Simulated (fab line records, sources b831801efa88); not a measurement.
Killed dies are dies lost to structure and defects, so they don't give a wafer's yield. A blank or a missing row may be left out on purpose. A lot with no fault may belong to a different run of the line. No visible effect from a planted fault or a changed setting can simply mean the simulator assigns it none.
2 desks looking at one fault | flow gf180mcu | numbers are kept per desk, each desk with only its own; the story behind them comes last

== THE TOOL OWNER'S DESK: pvd_sputter-04 ==
The tool's own readings at GF_V4_SPUTTER_21 (material Ti, target thk 15 nm, time 80.02 s): means of the sampled wafers that have a number, for each lot that ran on this tool. The brackets show how far a lot's mean lies from the usual mean; more than 4 standard deviations puts the lot out of limits, marked OUT.
Columns: A = throttle_valve_pct at GF_V4_SPUTTER_21, usual 30.2 %
lot  | first seen here | A
L143 | day 28 21:59    | 29.7
L144 | day 29 02:54    | 31.0
L146 | day 29 14:46    | 30.9
Result from this desk: across the 3 lots, nothing is out of limits.

== THE METROLOGY DESK ==
What the gauges read for every lot (on any tool): the sampled wafers with a number, averaged. The brackets show how far a lot's mean lies from the usual mean; more than 4 standard deviations puts the lot out of limits, marked OUT.
Columns: A = cd_nm at GF_V4_CD_MEAS_14, usual 259.9 nm; B = V4_OVL at GF_V4_OVL_MEAS_15, usual -7 nm
lot  | first seen here | A     | B
L135 | day 26 06:08    | 259.9 | -11
L143 | day 28 21:11    | 259.6 | -12
L144 | day 29 02:07    | 259.1 | -1
L146 | day 29 13:56    | 260.2 | -14
L147 | day 29 20:28    | 260.0 | -7
L150 | day 30 16:14    | 260.7 | -9
Result from this desk: across the 6 lots, nothing is out of limits.

== ALL TOGETHER ==
The desk of the tool owner found nothing out of limits.
The metrology desk saw nothing out of limits.

== WHAT THE SIMULATOR HAD INSERTED ==
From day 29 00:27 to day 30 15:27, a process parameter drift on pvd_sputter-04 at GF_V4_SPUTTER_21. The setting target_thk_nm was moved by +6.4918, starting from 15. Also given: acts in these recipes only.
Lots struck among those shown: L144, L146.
